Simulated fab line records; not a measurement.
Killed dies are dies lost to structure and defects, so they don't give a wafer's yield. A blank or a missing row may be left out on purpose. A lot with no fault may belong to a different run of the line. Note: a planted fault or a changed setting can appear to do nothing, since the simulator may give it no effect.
A lot that was struck, set against a sound lot -- flow sky130 -- 46 steps out of a route of 708
Sound: wafers L937.1, L937.5, L937.6. Wafers struck: L941.1, L941.3, L941.6. The cause is given at the end.
Per side, at each step with rows, come the tool, then ch with its chambers, and then its first start. Under that, the readings that differ: sound wafers -- struck wafers -- difference of the means -- sigmas: that difference in standard deviations of wafers without a fault.
alike: same words and numbers on both sides, and readings whose means sit less than 2 such deviations apart. not compared: any withheld reading, any reading some wafer has no value for, any bound like >300 that may hide the same value, and any number with overlapping values for which the record gives no deviation.
Wherever a step has rows on one side only, a row that says differs or no value, or a row with sigmas, the two part there. Numbers that have no deviation but don't overlap get no sigmas and don't part them. Lack of a reading on every wafer of one side parts them only where that side has two or more wafers.

first, 6 steps without rows for these wafers: SKY_LDD_HVP_HMDS_01 (prime time 60 s); SKY_LDD_HVP_COAT_02 (resist thk 300 nm); SKY_LDD_HVP_SOFTBAKE_03 (time 60 s); SKY_LDD_HVP_EXPOSE_04 (exposes mask HVPTM, target cd 700 nm); SKY_LDD_HVP_PEB_05; SKY_LDD_HVP_DEVELOP_06 (develop time 60 s).
SKY_LDD_HVP_OVL_MEAS_07:
  sound: overlay-01 at day 26 18:11; struck: overlay-02 at day 27 18:28
  alike: LDD_HVP_OVL
then, 1 step without rows for these wafers: SKY_LDD_HVP_IMPLANT_08.
SKY_LDD_HVP_STRIP_09: strips in O2/N2.
  sound on plasma_asher-01 ch 0,1, day 26 18:22; struck on plasma_asher-02 ch 0,1, day 27 18:38
  alike: drypump_motor_current_A, o2_flow_sccm, oes_product_au, strip_time_to_endpoint_s
  not compared: rf_hours_counter_h
SKY_LDD_HVP_TW_MEAS_10:
  sound: film_metro-01 at day 26 18:28; struck: film_metro-03 at day 27 18:44
  alike: LDD_HVP_TW
then, 2 steps without rows for these wafers: SKY_LDD_LDN_DEHYDRATE_00 (time 60 s); SKY_LDD_LDN_HMDS_01 (prime time 60 s).
SKY_LDD_LDN_COAT_02: resist thk 1140 nm.
  struck on litho_track-03, day 28 08:31; sound on litho_track-03 ch 0, day 27 08:40
  no value came back on the struck wafers for chill_plate_temp_C (C), dispense_pressure_kPa (kPa), spin_speed_rpm (rpm); on the sound wafers chill_plate_temp_C (C) reads 23.01 23.01 23.04
then, 4 steps without rows for these wafers: SKY_LDD_LDN_SOFTBAKE_03 (time 60 s); SKY_LDD_LDN_EXPOSE_04 (exposes mask LDNTM, target cd 700 nm); SKY_LDD_LDN_PEB_05; SKY_LDD_LDN_DEVELOP_06 (develop time 60 s).
SKY_LDD_LDN_OVL_MEAS_07:
  sound: overlay-01 at day 27 23:46; struck: overlay-01 at day 28 23:58
reading,sound,struck,difference,sigmas
LDD_LDN_OVL (nm),-1.8 -1.2 -2.3,- - -,no value on the struck wafers,
then, 4 steps without rows for these wafers: SKY_LDD_LDN_IMPLANT_08; SKY_LDD_LDN_IMPLANT_09; SKY_LDD_LDN_IMPLANT_10; SKY_LDD_LDN_IMPLANT_11.
SKY_LDD_LDN_STRIP_12: strips in O2/N2.
  sound on plasma_asher-03 ch 0,1, day 28 00:25; struck on plasma_asher-03 ch 0,1, day 29 00:37
  no value came back on the struck wafers for oes_product_au (a.u.), strip_time_to_endpoint_s (s); on the sound wafers oes_product_au (a.u.) reads 0.715 0.716 0.721
  alike: drypump_motor_current_A, o2_flow_sccm
  not compared: rf_hours_counter_h
SKY_LDD_LDN_TW_MEAS_13:
  sound: film_metro-04 at day 28 00:31; struck: film_metro-02 at day 29 00:43
  alike: LDD_LDN_TW
then, 2 steps without rows for these wafers: SKY_LDD_LDN_CLEAN_14 (cleans in SC1/SC2, time 150 s); SKY_SPACER_CVD_00 (deposits Si3N4 from DCS/NH3, target thk 43.1 nm, time 740 s).
SKY_SPACER_THK_MEAS_01:
  sound: film_metro-04 at day 28 01:49; struck: film_metro-04 at day 29 02:47
  alike: SPACER_CVD_00_THK
SKY_SPACER_ETCHBACK_02: etches Si3N4 in CH3F/O2, stops on SiO2, time 46.7 s, target depth 45 nm.
  sound on rie_diel-01 ch 1,2, day 28 01:53; struck on rie_diel-04 ch 0,1,2, day 29 02:51
  alike: drypump_motor_current_A, oes_product_au, throttle_valve_pct
  not compared: rf_hours_counter_h
then, 8 steps without rows for these wafers: SKY_POLY_CUT_DEHYDRATE_00 (time 60 s); SKY_POLY_CUT_HMDS_01 (prime time 60 s); SKY_POLY_CUT_COAT_02 (resist thk 60 nm); SKY_POLY_CUT_COAT_03 (resist thk 450 nm); SKY_POLY_CUT_SOFTBAKE_04 (time 90 s); SKY_POLY_CUT_EXPOSE_05 (exposes mask NPCM, target cd 270 nm); SKY_POLY_CUT_PEB_06; SKY_POLY_CUT_DEVELOP_07 (develop time 60 s).
SKY_POLY_CUT_CD_MEAS_08 targets a cd of 270 nm.
  sound: cd_sem-01 at day 29 06:31; struck: cd_sem-01 at day 30 07:04
  alike: cd_nm
SKY_POLY_CUT_OVL_MEAS_09:
  sound: overlay-01 at day 29 06:38; struck: overlay-02 at day 30 07:11
  alike: POLY_CUT_OVL
SKY_POLY_CUT_ETCH_10: etches BARC in N2/H2, stops on SiO2, time 45.9 s, target depth 60 nm.
  sound on rie_diel-01 ch 2,3, day 29 06:40; struck on rie_diel-01 ch 0,2,3, day 30 07:13
reading,sound,struck,difference,sigmas
oes_product_au (a.u.),0.858 0.850 0.845,0.856 0.859 0.869,+0.010,+2
  alike: drypump_motor_current_A, throttle_valve_pct
  not compared: rf_hours_counter_h
SKY_POLY_CUT_ETCH_11: etches Si3N4 in CF4/CH2F2/Ar, stops on poly-Si, time 42.5 s, target depth 60 nm.
  sound on rie_diel-01 ch 2,3, day 29 06:43; struck on rie_diel-01 ch 0,2,3, day 30 07:16
  alike: drypump_motor_current_A, mfc_ar_sccm, oes_product_au, throttle_valve_pct
  not compared: rf_hours_counter_h
then, 2 steps without rows for these wafers: SKY_POLY_CUT_STRIP_12 (strips in O2/N2); SKY_SD_P_DEHYDRATE_00 (time 60 s).
-- the record jumps here: 2 days lie between the struck wafers' starts before and after (it left off in module SD_P and takes up again in module RES_XHIGH, whose first step shown is number 341 of the route) --
SKY_RES_XHIGH_TW_MEAS_09:
  sound: film_metro-02 at day 31 17:01; struck: film_metro-01 at day 32 15:46
reading,sound,struck,difference,sigmas
RES_XHIGH_TW,1649 1641 1651,1922 1917 1913,+270,+23
-- the record jumps here: 2 days lie between the struck wafers' starts before and after (it left off in module RES_XHIGH and takes up again in module LI_CONTACT, whose first step shown is number 376 of the route) --
SKY_LI_CONTACT_ETCH_14: etches BARC in N2/H2, stops on SiO2, time 45.9 s, target depth 60 nm.
  sound on rie_diel-04 ch 0,1,2, day 34 01:10; struck on rie_diel-04 ch 0,2,3, day 35 00:02
reading,sound,struck,difference,sigmas
model.LI_CONTACT.cd_nm (nm),168.8 166.5 168.1,173.3 172.3 172,+4.7,
  alike: drypump_motor_current_A, oes_product_au, throttle_valve_pct
  not compared: rf_hours_counter_h
SKY_LI_CONTACT_ETCH_15: etches PSG in C4F8/O2/Ar, stops on Si, target depth 600 nm.
  sound on rie_diel-04 ch 0,1,2, day 34 01:13; struck on rie_diel-04 ch 0,2,3, day 35 00:04
reading,sound,struck,difference,sigmas
model.LI_CONTACT.cd_nm (nm),168.6 166.6 167.7,173.2 172.4 172.4,+5.0,
  alike: oes_product_au
-- the record jumps here: 15 days lie between the struck wafers' starts before and after (it left off in module LI_CONTACT and takes up again in module PAD_OPEN, whose first step shown is number 708 of the route) --
SKY_PAD_OPEN_PROBE_99:
  sound: prober-02 at day 49 14:28; struck: prober-01 at day 50 07:26
reading,sound,struck,difference,sigmas
model.etest.pfet_01v8.r_on_ohm_um,2884 2918 2951,6290 6843 7152,+3844,
model.etest.tip_p_5v.rs_ohm_sq,2845 2844 2811,6956 6971 7031,+4153,
model.etest.tip_n_5v.rs_ohm_sq,1389 1392 1393,1017 1010 1011,-379,
model.etest.pfet_01v8.drive_ua_um,192.7 187.9 187.6,86.71 79.02 75.34,-109.04,
model.etest.tip_p_5v.rs_ohm_sq_range,88.3 103.3 91.15,166.2 267.9 226.6,+126.0,
model.etest.pfet_01v8_hvt.drive_ua_um,144.7 141.3 141.1,61.73 55.66 52.15,-85.85,
model.etest.sram_pfet_latch.drive_ua_um,141.7 139.2 137.7,59.73 58.72 53.15,-82.33,
  not compared: model.etest.pfet_g5v0d10v5.r_on_ohm_um

WHERE THEY PART
Earliest at SKY_LDD_LDN_COAT_02; latest, in this record, at SKY_RES_XHIGH_TW_MEAS_09. Later steps at which nothing parts them and some readings are alike: SKY_LI_CONTACT_ETCH_14, SKY_LI_CONTACT_ETCH_15.

WHY: what the simulator had put in
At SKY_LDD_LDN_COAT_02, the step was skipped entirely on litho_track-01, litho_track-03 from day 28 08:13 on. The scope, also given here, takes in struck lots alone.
